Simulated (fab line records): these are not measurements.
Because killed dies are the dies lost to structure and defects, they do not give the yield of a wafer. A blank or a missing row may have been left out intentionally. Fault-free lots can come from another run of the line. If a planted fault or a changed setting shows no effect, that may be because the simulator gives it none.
fab line records :: flow gf180mcu :: part 2 of 2: steps 27 to 37 of 37
[record]
  lots = 5
  wafers = 15
  last-day = 34
route steps=602 shown HV_LDD@226 NSD@235 PSD@248
lots with no fault: from the same line, run without faults
start-h: start of the lot's first displayed wafer, in hours after the record's first day :: wait-h: hours from the lot's prior step to this one :: " the same as in the row above :: L1.1+2: several wafers, shown together as one row :: - no value, or no start given :: * or withheld: withheld :: < > ~ a bound
route shown NAME@n: a module of which the file shows steps, and the number in the route of the first :: usual: mean/standard deviation of fault-free wafers :: same: alike in all rows :: chamber/n: place in a boat :: sites: readings site by site :: _std_site: the standard deviation of these :: _edge_site: inner sites' mean taken away from outer sites' mean :: radius-mm: for every site, how far away it sits from the centre of the wafer :: mask NAME#n: copy n :: behind: the last tool/chamber to shape the wafer :: hold: cause of the lot's hold/its duration in hours/its outcome :: device: the transistor (n, p or np) that didn't switch :: end of line: tests of these same wafers at the route's end :: where a step has no rows: the recipe by itself :: killed: count of dies lost to structure and defects at first sort (not the wafer's yield) :: map: the dies of a wafer, with x for killed, . for not killed, _ for no die there
set.NAME: the setting the step ran with; set.NAME@STEP: the setting that earlier step ran with :: model.NAME: the simulator's own value behind a step, which no gauge read
lots at some steps of the route; a table a step, a row a wafer
services: when a tool's chamber went out of use (start-h, in hours from the record's first day, below 0 if earlier), for how many hours, and the reason
[[steps]]
[step GF_PSD_EXPOSE_04]
[recipe]
  mask-id = Pplus
  target-cd-nm = 400
  na = 0.6
  source-shape = conventional
  sigma-outer = 0.6
  dose-mj = 140
lot.wafer: L076.3+5+6
tool: iline-stepper-01
chamber: 0
start-h: -
wait-h: -
mask: Pplus#0

lot.wafer: L085.1+5+6
tool: iline-stepper-01
chamber: 0
start-h: -
wait-h: -
mask: Pplus#0

lot.wafer: L087.2+3+4
tool: iline-stepper-01
chamber: 0
start-h: -
wait-h: -
mask: Pplus#0

lot.wafer: L091.1+3+4
tool: iline-stepper-02
chamber: 0
start-h: -
wait-h: -
mask: Pplus#0

lot.wafer: L097.1+4+5
tool: iline-stepper-01
chamber: 0
start-h: -
wait-h: -
mask: Pplus#0
[step GF_PSD_PEB_05]
[recipe]
  temp-c = withheld
  time-s = *
  resist = NOVOLAK
[usual]
  exhaust-pa = 45.0/0.89
lot.wafer: L076.3
tool: litho-track-01
chamber: 0
start-h: -
wait-h: -
exhaust-pa: 45.3

lot.wafer: L076.5
tool: litho-track-01
chamber: 0
start-h: -
wait-h: -
exhaust-pa: 45.9

lot.wafer: L076.6
tool: litho-track-01
chamber: 0
start-h: -
wait-h: -
exhaust-pa: 46.3

lot.wafer: L085.1
tool: litho-track-04
chamber: 0
start-h: -
wait-h: -
exhaust-pa: 45.6

lot.wafer: L085.5
tool: litho-track-04
chamber: 0
start-h: -
wait-h: -
exhaust-pa: 45.5

lot.wafer: L085.6
tool: litho-track-04
chamber: 0
start-h: -
wait-h: -
exhaust-pa: 46.0

lot.wafer: L087.2
tool: litho-track-03
chamber: 0
start-h: -
wait-h: -
exhaust-pa: 45.5

lot.wafer: L087.3
tool: litho-track-03
chamber: 0
start-h: -
wait-h: -
exhaust-pa: 46.0

lot.wafer: L087.4
tool: litho-track-03
chamber: 0
start-h: -
wait-h: -
exhaust-pa: 45.4

lot.wafer: L091.1
tool: litho-track-03
chamber: 0
start-h: -
wait-h: -
exhaust-pa: 43.4

lot.wafer: L091.3
tool: litho-track-03
chamber: 0
start-h: -
wait-h: -
exhaust-pa: 44.7

lot.wafer: L091.4
tool: litho-track-03
chamber: 0
start-h: -
wait-h: -
exhaust-pa: 44.6

lot.wafer: L097.1
tool: litho-track-03
chamber: 0
start-h: -
wait-h: -
exhaust-pa: 44.5

lot.wafer: L097.4
tool: litho-track-03
chamber: 0
start-h: -
wait-h: -
exhaust-pa: 44.5

lot.wafer: L097.5
tool: litho-track-03
chamber: 0
start-h: -
wait-h: -
exhaust-pa: 44.4
[step GF_PSD_DEVELOP_06]
[recipe]
  develop-time-s = 60
  dev-temp-c = 23
[usual]
  exhaust-pa = 44.8/0.89
lot.wafer: L076.3
tool: litho-track-01
chamber: 0
start-h: 330.39
wait-h: 0.1
exhaust-pa: 43.7

lot.wafer: L076.5
tool: litho-track-01
chamber: 0
start-h: 330.39
wait-h: 0.1
exhaust-pa: 43.6

lot.wafer: L076.6
tool: litho-track-01
chamber: 0
start-h: 330.39
wait-h: 0.1
exhaust-pa: 43.3

lot.wafer: L085.1
tool: litho-track-04
chamber: 0
start-h: 414.49
wait-h: 0.1
exhaust-pa: 44.6

lot.wafer: L085.5
tool: litho-track-04
chamber: 0
start-h: 414.49
wait-h: 0.1
exhaust-pa: 45.0

lot.wafer: L085.6
tool: litho-track-04
chamber: 0
start-h: 414.49
wait-h: 0.1
exhaust-pa: 44.0

lot.wafer: L087.2
tool: litho-track-03
chamber: 0
start-h: 432.73
wait-h: 0.1
exhaust-pa: 45.2

lot.wafer: L087.3
tool: litho-track-03
chamber: 0
start-h: 432.73
wait-h: 0.1
exhaust-pa: 44.4

lot.wafer: L087.4
tool: litho-track-03
chamber: 0
start-h: 432.73
wait-h: 0.1
exhaust-pa: 45.2

lot.wafer: L091.1
tool: litho-track-03
chamber: 0
start-h: 470.41
wait-h: 0.1
exhaust-pa: 46.0

lot.wafer: L091.3
tool: litho-track-03
chamber: 0
start-h: 470.41
wait-h: 0.1
exhaust-pa: 44.7

lot.wafer: L091.4
tool: litho-track-03
chamber: 0
start-h: 470.41
wait-h: 0.1
exhaust-pa: 44.3

lot.wafer: L097.1
tool: litho-track-03
chamber: 0
start-h: 506.56
wait-h: 0.1
exhaust-pa: 44.1

lot.wafer: L097.4
tool: litho-track-03
chamber: 0
start-h: 506.56
wait-h: 0.1
exhaust-pa: 44.1

lot.wafer: L097.5
tool: litho-track-03
chamber: 0
start-h: 506.56
wait-h: 0.1
exhaust-pa: 45.0
[step GF_PSD_CD_MEAS_07]
[recipe]
  target-cd-nm = 400
[usual]
  cd-nm = 400.3/2.2
lot.wafer: L076.3
tool: cd-sem-02
chamber: -
start-h: 330.53
wait-h: 0.1
cd-nm: 400.0

lot.wafer: L076.5
tool: cd-sem-02
chamber: -
start-h: 330.53
wait-h: 0.1
cd-nm: 403.5

lot.wafer: L076.6
tool: cd-sem-02
chamber: -
start-h: 330.53
wait-h: 0.1
cd-nm: 398.5

lot.wafer: L085.1
tool: cd-sem-02
chamber: -
start-h: 414.64
wait-h: 0.1
cd-nm: 401.1

lot.wafer: L085.5
tool: cd-sem-02
chamber: -
start-h: 414.64
wait-h: 0.1
cd-nm: 399.7

lot.wafer: L085.6
tool: cd-sem-02
chamber: -
start-h: 414.64
wait-h: 0.1
cd-nm: 402.0

lot.wafer: L087.2
tool: cd-sem-02
chamber: -
start-h: 432.88
wait-h: 0.1
cd-nm: 401.9

lot.wafer: L087.3
tool: cd-sem-02
chamber: -
start-h: 432.88
wait-h: 0.1
cd-nm: 403.2

lot.wafer: L087.4
tool: cd-sem-02
chamber: -
start-h: 432.88
wait-h: 0.1
cd-nm: 401.6

lot.wafer: L091.1
tool: cd-sem-01
chamber: -
start-h: 470.56
wait-h: 0.1
cd-nm: 400.6

lot.wafer: L091.3
tool: cd-sem-01
chamber: -
start-h: 470.56
wait-h: 0.1
cd-nm: 401.1

lot.wafer: L091.4
tool: cd-sem-01
chamber: -
start-h: 470.56
wait-h: 0.1
cd-nm: 399.6

lot.wafer: L097.1
tool: cd-sem-01
chamber: -
start-h: 506.71
wait-h: 0.1
cd-nm: 400.0

lot.wafer: L097.4
tool: cd-sem-01
chamber: -
start-h: 506.71
wait-h: 0.1
cd-nm: 401.7

lot.wafer: L097.5
tool: cd-sem-01
chamber: -
start-h: 506.71
wait-h: 0.1
cd-nm: 401.6
[step GF_PSD_OVL_MEAS_08]
[usual]
  PSD_OVL = -0.1/1.2
lot.wafer: L076.3
tool: overlay-01
chamber: -
start-h: 330.62
wait-h: 0.1
PSD_OVL[nm]: -0.5

lot.wafer: L076.5
tool: overlay-01
chamber: -
start-h: 330.62
wait-h: 0.1
PSD_OVL[nm]: -2.2

lot.wafer: L076.6
tool: overlay-01
chamber: -
start-h: 330.62
wait-h: 0.1
PSD_OVL[nm]: -2.5

lot.wafer: L085.1
tool: overlay-01
chamber: -
start-h: 414.76
wait-h: 0.1
PSD_OVL[nm]: -0.6

lot.wafer: L085.5
tool: overlay-01
chamber: -
start-h: 414.76
wait-h: 0.1
PSD_OVL[nm]: -0.6

lot.wafer: L085.6
tool: overlay-01
chamber: -
start-h: 414.76
wait-h: 0.1
PSD_OVL[nm]: -1.7

lot.wafer: L087.2
tool: overlay-02
chamber: -
start-h: 432.98
wait-h: 0.1
PSD_OVL[nm]: 2.3

lot.wafer: L087.3
tool: overlay-02
chamber: -
start-h: 432.98
wait-h: 0.1
PSD_OVL[nm]: 2.0

lot.wafer: L087.4
tool: overlay-02
chamber: -
start-h: 432.98
wait-h: 0.1
PSD_OVL[nm]: 0.2

lot.wafer: L091.1
tool: overlay-02
chamber: -
start-h: 470.68
wait-h: 0.1
PSD_OVL[nm]: 1.2

lot.wafer: L091.3
tool: overlay-02
chamber: -
start-h: 470.68
wait-h: 0.1
PSD_OVL[nm]: 1.2

lot.wafer: L091.4
tool: overlay-02
chamber: -
start-h: 470.68
wait-h: 0.1
PSD_OVL[nm]: 2.0

lot.wafer: L097.1
tool: overlay-02
chamber: -
start-h: 506.83
wait-h: 0.1
PSD_OVL[nm]: -0.1

lot.wafer: L097.4
tool: overlay-02
chamber: -
start-h: 506.83
wait-h: 0.1
PSD_OVL[nm]: 0.2

lot.wafer: L097.5
tool: overlay-02
chamber: -
start-h: 506.83
wait-h: 0.1
PSD_OVL[nm]: 0.8
[step GF_PSD_IMPLANT_09]
[recipe]
  species = BF2
  energy-kev = 40
  dose-cm2 = 1.5e+15
  tilt-deg = 7
[usual]
  faraday-current-uA = 8250/160
lot.wafer: L076.3
tool: implanter-01
chamber: 0
start-h: 330.69
wait-h: 0.1
faraday-current-uA: 8186

lot.wafer: L076.5
tool: implanter-01
chamber: 0
start-h: 330.69
wait-h: 0.1
faraday-current-uA: 8107

lot.wafer: L076.6
tool: implanter-01
chamber: 0
start-h: 330.69
wait-h: 0.1
faraday-current-uA: 8171

lot.wafer: L085.1
tool: implanter-02
chamber: 0
start-h: 414.80
wait-h: 0.0
faraday-current-uA: 8297

lot.wafer: L085.5
tool: implanter-02
chamber: 0
start-h: 414.80
wait-h: 0.0
faraday-current-uA: 8087

lot.wafer: L085.6
tool: implanter-02
chamber: 0
start-h: 414.80
wait-h: 0.0
faraday-current-uA: 8060

lot.wafer: L087.2
tool: implanter-02
chamber: 0
start-h: 433.04
wait-h: 0.0
faraday-current-uA: 8266

lot.wafer: L087.3
tool: implanter-02
chamber: 0
start-h: 433.04
wait-h: 0.0
faraday-current-uA: 8291

lot.wafer: L087.4
tool: implanter-02
chamber: 0
start-h: 433.04
wait-h: 0.0
faraday-current-uA: 8313

lot.wafer: L091.1
tool: implanter-03
chamber: 0
start-h: 470.71
wait-h: 0.0
faraday-current-uA: 8260

lot.wafer: L091.3
tool: implanter-03
chamber: 0
start-h: 470.71
wait-h: 0.0
faraday-current-uA: 8122

lot.wafer: L091.4
tool: implanter-03
chamber: 0
start-h: 470.71
wait-h: 0.0
faraday-current-uA: 8312

lot.wafer: L097.1
tool: implanter-03
chamber: 0
start-h: 506.86
wait-h: 0.0
faraday-current-uA: 8209

lot.wafer: L097.4
tool: implanter-03
chamber: 0
start-h: 506.86
wait-h: 0.0
faraday-current-uA: 8606

lot.wafer: L097.5
tool: implanter-03
chamber: 0
start-h: 506.86
wait-h: 0.0
faraday-current-uA: 8191
[step GF_PSD_STRIP_10]
[recipe]
  chemistry = O2/N2
  power-w = 1400
  pressure-mtorr = 1500
  platen-temp-c = 250
  o2-flow-sccm = 3000
  n2-flow-sccm = 300
  overash-fraction = 0.5
[usual]
  drypump-motor-current-A = 5.92/0.27
  heater-power-w = 341/26
  oes-product-au = 0.592/0.0042
  strip-time-to-endpoint-s = 16.52/0.035
lot.wafer: L076.3
tool: plasma-asher-04
chamber: 1
start-h: 330.83
wait-h: 0.1
drypump-motor-current-A: 6.23
heater-power-w: 336
oes-product-au: 0.593
rf-hours-counter-h: -
strip-time-to-endpoint-s: 16.49

lot.wafer: L076.5
tool: plasma-asher-04
chamber: 0
start-h: 330.83
wait-h: 0.1
drypump-motor-current-A: 5.50
heater-power-w: 303
oes-product-au: 0.596
rf-hours-counter-h: -
strip-time-to-endpoint-s: 16.47

lot.wafer: L076.6
tool: plasma-asher-04
chamber: 1
start-h: 330.83
wait-h: 0.1
drypump-motor-current-A: 6.25
heater-power-w: 340
oes-product-au: 0.596
rf-hours-counter-h: -
strip-time-to-endpoint-s: 16.51

lot.wafer: L085.1
tool: plasma-asher-04
chamber: 1
start-h: 414.95
wait-h: 0.1
drypump-motor-current-A: 6.22
heater-power-w: 352
oes-product-au: 0.590
rf-hours-counter-h: 78
strip-time-to-endpoint-s: 16.57

lot.wafer: L085.5
tool: plasma-asher-04
chamber: 1
start-h: 414.95
wait-h: 0.1
drypump-motor-current-A: 6.20
heater-power-w: 349
oes-product-au: 0.594
rf-hours-counter-h: -
strip-time-to-endpoint-s: 16.50

lot.wafer: L085.6
tool: plasma-asher-04
chamber: 0
start-h: 414.95
wait-h: 0.1
drypump-motor-current-A: 5.49
heater-power-w: 304
oes-product-au: 0.592
rf-hours-counter-h: -
strip-time-to-endpoint-s: 16.52

lot.wafer: L087.2
tool: plasma-asher-04
chamber: 0
start-h: 433.16
wait-h: 0.1
drypump-motor-current-A: 5.48
heater-power-w: 321
oes-product-au: 0.585
rf-hours-counter-h: 0
strip-time-to-endpoint-s: 16.46

lot.wafer: L087.3
tool: plasma-asher-04
chamber: 0
start-h: 433.16
wait-h: 0.1
drypump-motor-current-A: 5.51
heater-power-w: 323
oes-product-au: 0.595
rf-hours-counter-h: -
strip-time-to-endpoint-s: 16.45

lot.wafer: L087.4
tool: plasma-asher-04
chamber: 1
start-h: 433.16
wait-h: 0.1
drypump-motor-current-A: 6.26
heater-power-w: 327
oes-product-au: 0.591
rf-hours-counter-h: -
strip-time-to-endpoint-s: 16.49

lot.wafer: L091.1
tool: plasma-asher-01
chamber: 1
start-h: 470.86
wait-h: 0.1
drypump-motor-current-A: 5.95
heater-power-w: 322
oes-product-au: 0.587
rf-hours-counter-h: 82
strip-time-to-endpoint-s: 16.50

lot.wafer: L091.3
tool: plasma-asher-01
chamber: 1
start-h: 470.86
wait-h: 0.1
drypump-motor-current-A: 5.94
heater-power-w: 325
oes-product-au: 0.590
rf-hours-counter-h: -
strip-time-to-endpoint-s: 16.54

lot.wafer: L091.4
tool: plasma-asher-01
chamber: 0
start-h: 470.86
wait-h: 0.1
drypump-motor-current-A: 5.77
heater-power-w: 367
oes-product-au: 0.587
rf-hours-counter-h: -
strip-time-to-endpoint-s: 16.60

lot.wafer: L097.1
tool: plasma-asher-01
chamber: 0
start-h: 507.01
wait-h: 0.1
drypump-motor-current-A: 5.77
heater-power-w: 360
oes-product-au: 0.584
rf-hours-counter-h: 85
strip-time-to-endpoint-s: 16.54

lot.wafer: L097.4
tool: plasma-asher-01
chamber: 1
start-h: 507.01
wait-h: 0.1
drypump-motor-current-A: 5.97
heater-power-w: 313
oes-product-au: 0.585
rf-hours-counter-h: -
strip-time-to-endpoint-s: 16.49

lot.wafer: L097.5
tool: plasma-asher-01
chamber: 0
start-h: 507.01
wait-h: 0.1
drypump-motor-current-A: 5.77
heater-power-w: 364
oes-product-au: 0.591
rf-hours-counter-h: -
strip-time-to-endpoint-s: 16.53
[step GF_PSD_TW_MEAS_11]
[usual]
  PSD_TW = 3214/38
lot.wafer: L076.3
tool: film-metro-01
chamber: -
start-h: 330.91
wait-h: 0.1
PSD_TW: 3249

lot.wafer: L076.5
tool: film-metro-01
chamber: -
start-h: 330.91
wait-h: 0.1
PSD_TW: 3263

lot.wafer: L076.6
tool: film-metro-01
chamber: -
start-h: 330.91
wait-h: 0.1
PSD_TW: 3234

lot.wafer: L085.1
tool: film-metro-01
chamber: -
start-h: 415.05
wait-h: 0.1
PSD_TW: 3242

lot.wafer: L085.5
tool: film-metro-01
chamber: -
start-h: 415.05
wait-h: 0.1
PSD_TW: 3249

lot.wafer: L085.6
tool: film-metro-01
chamber: -
start-h: 415.05
wait-h: 0.1
PSD_TW: 3252

lot.wafer: L087.2
tool: film-metro-03
chamber: -
start-h: 433.27
wait-h: 0.1
PSD_TW: 3157

lot.wafer: L087.3
tool: film-metro-03
chamber: -
start-h: 433.27
wait-h: 0.1
PSD_TW: 3166

lot.wafer: L087.4
tool: film-metro-03
chamber: -
start-h: 433.27
wait-h: 0.1
PSD_TW: 3164

lot.wafer: L091.1
tool: film-metro-02
chamber: -
start-h: 470.96
wait-h: 0.1
PSD_TW: 3219

lot.wafer: L091.3
tool: film-metro-02
chamber: -
start-h: 470.96
wait-h: 0.1
PSD_TW: 3206

lot.wafer: L091.4
tool: film-metro-02
chamber: -
start-h: 470.96
wait-h: 0.1
PSD_TW: 3221

lot.wafer: L097.1
tool: film-metro-02
chamber: -
start-h: 507.11
wait-h: 0.1
PSD_TW: 3205

lot.wafer: L097.4
tool: film-metro-02
chamber: -
start-h: 507.11
wait-h: 0.1
PSD_TW: 3201

lot.wafer: L097.5
tool: film-metro-02
chamber: -
start-h: 507.11
wait-h: 0.1
PSD_TW: 3211
[step GF_PSD_CLEAN_12]
[recipe]
  chemistry = SC1/SC2
  mix = 1:4:20
  temp-c = 70
  time-s = 150
  dry = n2-spin
lot.wafer: L076.3+5+6
tool: wet-bench-02
chamber: 2
start-h: 330.95
wait-h: 0.0

lot.wafer: L085.1+5+6
tool: wet-bench-03
chamber: 2
start-h: 415.11
wait-h: 0.1

lot.wafer: L087.2+3+4
tool: wet-bench-03
chamber: 2
start-h: 433.32
wait-h: 0.0

lot.wafer: L091.1+3+4
tool: wet-bench-01
chamber: 2
start-h: 471.02
wait-h: 0.1

lot.wafer: L097.1+4+5
tool: wet-bench-02
chamber: 2
start-h: 507.17
wait-h: 0.1
[step GF_PSD_RTA_13]
[recipe]
  temp-c = 1025
  time-s = 20
  ambient = N2
[usual]
  lamp-power-pct = 35.5/1.1
  wafer_temp_C_max = 1028.8/1.1
lot.wafer: L076.3
tool: rtp-anneal-02
chamber: 0
start-h: 331.03
wait-h: 0.0
lamp-power-pct: 36.5
wafer_temp_C_max: 1029.2

lot.wafer: L076.5
tool: rtp-anneal-02
chamber: 0
start-h: 331.03
wait-h: 0.0
lamp-power-pct: 36.6
wafer_temp_C_max: 1028.9

lot.wafer: L076.6
tool: rtp-anneal-02
chamber: 0
start-h: 331.03
wait-h: 0.0
lamp-power-pct: 36.5
wafer_temp_C_max: 1027.2

lot.wafer: L085.1
tool: rtp-anneal-02
chamber: 0
start-h: 415.16
wait-h: 0.0
lamp-power-pct: 36.5
wafer_temp_C_max: 1028.6

lot.wafer: L085.5
tool: rtp-anneal-02
chamber: 0
start-h: 415.16
wait-h: 0.0
lamp-power-pct: 36.5
wafer_temp_C_max: 1027.1

lot.wafer: L085.6
tool: rtp-anneal-02
chamber: 0
start-h: 415.16
wait-h: 0.0
lamp-power-pct: 36.5
wafer_temp_C_max: 1029.1

lot.wafer: L087.2
tool: rtp-anneal-02
chamber: 0
start-h: 433.39
wait-h: 0.0
lamp-power-pct: 36.5
wafer_temp_C_max: 1027.4

lot.wafer: L087.3
tool: rtp-anneal-02
chamber: 0
start-h: 433.39
wait-h: 0.0
lamp-power-pct: 36.5
wafer_temp_C_max: 1027.6

lot.wafer: L087.4
tool: rtp-anneal-02
chamber: 0
start-h: 433.39
wait-h: 0.0
lamp-power-pct: 36.5
wafer_temp_C_max: 1027.6

lot.wafer: L091.1
tool: rtp-anneal-01
chamber: 0
start-h: 471.07
wait-h: 0.0
lamp-power-pct: 34.2
wafer_temp_C_max: 1030.0

lot.wafer: L091.3
tool: rtp-anneal-01
chamber: 0
start-h: 471.07
wait-h: 0.0
lamp-power-pct: 34.2
wafer_temp_C_max: 1030.6

lot.wafer: L091.4
tool: rtp-anneal-01
chamber: 0
start-h: 471.07
wait-h: 0.0
lamp-power-pct: 34.2
wafer_temp_C_max: 1029.8

lot.wafer: L097.1
tool: rtp-anneal-02
chamber: 0
start-h: 507.22
wait-h: 0.0
lamp-power-pct: 36.5
wafer_temp_C_max: 1028.3

lot.wafer: L097.4
tool: rtp-anneal-02
chamber: 0
start-h: 507.22
wait-h: 0.0
lamp-power-pct: 36.5
wafer_temp_C_max: 1027.5

lot.wafer: L097.5
tool: rtp-anneal-02
chamber: 0
start-h: 507.22
wait-h: 0.0
lamp-power-pct: 36.5
wafer_temp_C_max: 1028.2
[step GF_PSD_RS_MEAS_14]
[recipe]
  thk-meas-gauge = four-point-probe
[usual]
  NSD_RS = 46.10/0.083
lot.wafer: L076.3
tool: film-metro-03
chamber: -
start-h: 331.13
wait-h: 0.1
NSD_RS[ohm/sq]: 46.11

lot.wafer: L076.5
tool: film-metro-03
chamber: -
start-h: 331.13
wait-h: 0.1
NSD_RS[ohm/sq]: 46.00

lot.wafer: L076.6
tool: film-metro-03
chamber: -
start-h: 331.13
wait-h: 0.1
NSD_RS[ohm/sq]: 46.11

lot.wafer: L085.1
tool: film-metro-03
chamber: -
start-h: 415.24
wait-h: 0.1
NSD_RS[ohm/sq]: 46.12

lot.wafer: L085.5
tool: film-metro-03
chamber: -
start-h: 415.24
wait-h: 0.1
NSD_RS[ohm/sq]: 46.24

lot.wafer: L085.6
tool: film-metro-03
chamber: -
start-h: 415.24
wait-h: 0.1
NSD_RS[ohm/sq]: 46.18

lot.wafer: L087.2
tool: film-metro-02
chamber: -
start-h: 433.48
wait-h: 0.1
NSD_RS[ohm/sq]: 46.16

lot.wafer: L087.3
tool: film-metro-02
chamber: -
start-h: 433.48
wait-h: 0.1
NSD_RS[ohm/sq]: 46.09

lot.wafer: L087.4
tool: film-metro-02
chamber: -
start-h: 433.48
wait-h: 0.1
NSD_RS[ohm/sq]: 46.10

lot.wafer: L091.1
tool: film-metro-02
chamber: -
start-h: 471.16
wait-h: 0.1
NSD_RS[ohm/sq]: 45.97

lot.wafer: L091.3
tool: film-metro-02
chamber: -
start-h: 471.16
wait-h: 0.1
NSD_RS[ohm/sq]: 46.01

lot.wafer: L091.4
tool: film-metro-02
chamber: -
start-h: 471.16
wait-h: 0.1
NSD_RS[ohm/sq]: 46.05

lot.wafer: L097.1
tool: film-metro-01
chamber: -
start-h: 507.31
wait-h: 0.1
NSD_RS[ohm/sq]: 46.09

lot.wafer: L097.4
tool: film-metro-01
chamber: -
start-h: 507.31
wait-h: 0.1
NSD_RS[ohm/sq]: 46.10

lot.wafer: L097.5
tool: film-metro-01
chamber: -
start-h: 507.31
wait-h: 0.1
NSD_RS[ohm/sq]: 46.09
[[services]]
tool: plasma-asher-02
chamber: -
start-h: 275.56
hours: 11.4
kind: repair

tool: iline-stepper-01
chamber: -
start-h: 286.28
hours: 0.7
kind: repair

tool: plasma-asher-02
chamber: -
start-h: 302.57
hours: 13.1
kind: repair

tool: plasma-asher-02
chamber: -
start-h: 305.18
hours: 0.7
kind: repair

tool: plasma-asher-04
chamber: -
start-h: 313.24
hours: 2.5
kind: repair

tool: implanter-01
chamber: -
start-h: 321.44
hours: 1.2
kind: repair

tool: implanter-02
chamber: -
start-h: 331.15
hours: 1.1
kind: repair

tool: iline-stepper-02
chamber: -
start-h: 343.11
hours: 1.7
kind: pm

tool: plasma-asher-02
chamber: -
start-h: 359.37
hours: 4.4
kind: repair

tool: lpcvd-01
chamber: -
start-h: 362.84
hours: 1.0
kind: repair

tool: lpcvd-02
chamber: -
start-h: 374.06
hours: 3.4
kind: repair

tool: plasma-asher-02
chamber: -
start-h: 376.90
hours: 3.6
kind: repair

tool: iline-stepper-02
chamber: -
start-h: 388.27
hours: 4.3
kind: pm

tool: iline-stepper-01
chamber: -
start-h: 393.63
hours: 1.7
kind: pm

tool: plasma-asher-04
chamber: -
start-h: 406.47
hours: 3.2
kind: repair

tool: wet-bench-02
chamber: -
start-h: 407.98
hours: 3.9
kind: repair

tool: plasma-asher-02
chamber: -
start-h: 414.24
hours: 6.8
kind: repair

tool: plasma-asher-02
chamber: -
start-h: 418.54
hours: 2.2
kind: repair

tool: plasma-asher-04
chamber: -
start-h: 421.25
hours: 9.0
kind: pm

tool: iline-stepper-01
chamber: -
start-h: 423.89
hours: 4.4
kind: pm

tool: implanter-02
chamber: -
start-h: 424.91
hours: 2.7
kind: repair

tool: implanter-01
chamber: -
start-h: 431.90
hours: 2.5
kind: pm

tool: plasma-asher-02
chamber: -
start-h: 473.57
hours: 3.4
kind: repair

tool: implanter-01
chamber: -
start-h: 483.05
hours: 22.6
kind: pm
